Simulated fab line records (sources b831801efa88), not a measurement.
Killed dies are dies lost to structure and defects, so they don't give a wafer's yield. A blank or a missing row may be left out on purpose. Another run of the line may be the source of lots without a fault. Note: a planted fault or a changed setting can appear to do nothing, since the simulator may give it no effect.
Matching of chambers	flow sky130	4 sister chambers for SKY_CONTACT_CMP_04 on cmp-01
The step polishes SiO2. 14 wafers are shown with their chamber, then 6 later ones without.

== WAFERS, EACH WITH ITS CHAMBER ==
wafer	chamber	motorCurrentA (A)	headPressurePsi (psi)	timeToEndpointS (s)
L814.1	2	11.3	4.000	85
L814.2	3	10.6	4.010	77
L814.4	1	12.3	4.010	88
L813.1	2	11.4	4.026	81
L813.5	1	12.0	3.997	86
L813.6	0	13.7	3.985	84
L817.1	1	12.2	3.998	85
L817.4	3	10.6	3.999	79
L817.6	2	11.3	4.005	81
L823.3	0	12.7	3.990	90
L823.5	1	12.1	3.997	81
L831.1	3	10.5	3.999	75
L831.3	0	12.6	3.990	80
L831.6	1	11.4	3.994	76

SIGNATURES, as means of the wafers listed above
reading	chamber 0	chamber 1	chamber 2	chamber 3	scatter within a chamber
motorCurrentA	13.000	12.000	11.333	10.567	0.354
headPressurePsi	3.98833	3.99920	4.01033	4.00267	0.00795
timeToEndpointS	84.67	83.20	82.33	77.00	4
Rule: a wafer's distance from a chamber is the root of the sum, over the readings, of the square of ((its reading less the chamber's mean) divided by the reading's scatter). The wafer belongs to the nearest chamber; if the next one is less than 2 further off, it can't be placed. The scatter: the root of (the sum of the squares of (reading less its chamber's mean) over the shown wafers, divided by (wafers less chambers)).

== WAFERS WITHOUT THEIR CHAMBER ==
wafer	motorCurrentA (A)	headPressurePsi (psi)	timeToEndpointS (s)
L833.1	10.5	3.996	79
L833.4	12.2	3.986	87
L833.6	12.4	3.998	87
L835.2	10.9	4.005	83
L835.3	11.3	4.004	87
L835.4	13.1	4.022	86

== CHAMBER TAKEN BY EACH ==
wafer	from the rows above	in truth
L833.1	3	3
L833.4	can't be placed: 1 or 0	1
L833.6	can't be placed: 1 or 0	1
L835.2	can't be placed: 2 or 3 or 1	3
L835.3	can't be placed: 2 or 1 or 3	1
L835.4	can't be placed: 0 or 1 or 2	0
Correct placement for 1 of the 6. Unplaceable from these rows: 5, with the true chamber sitting among the candidates in 5. Wrongly placed: 0.
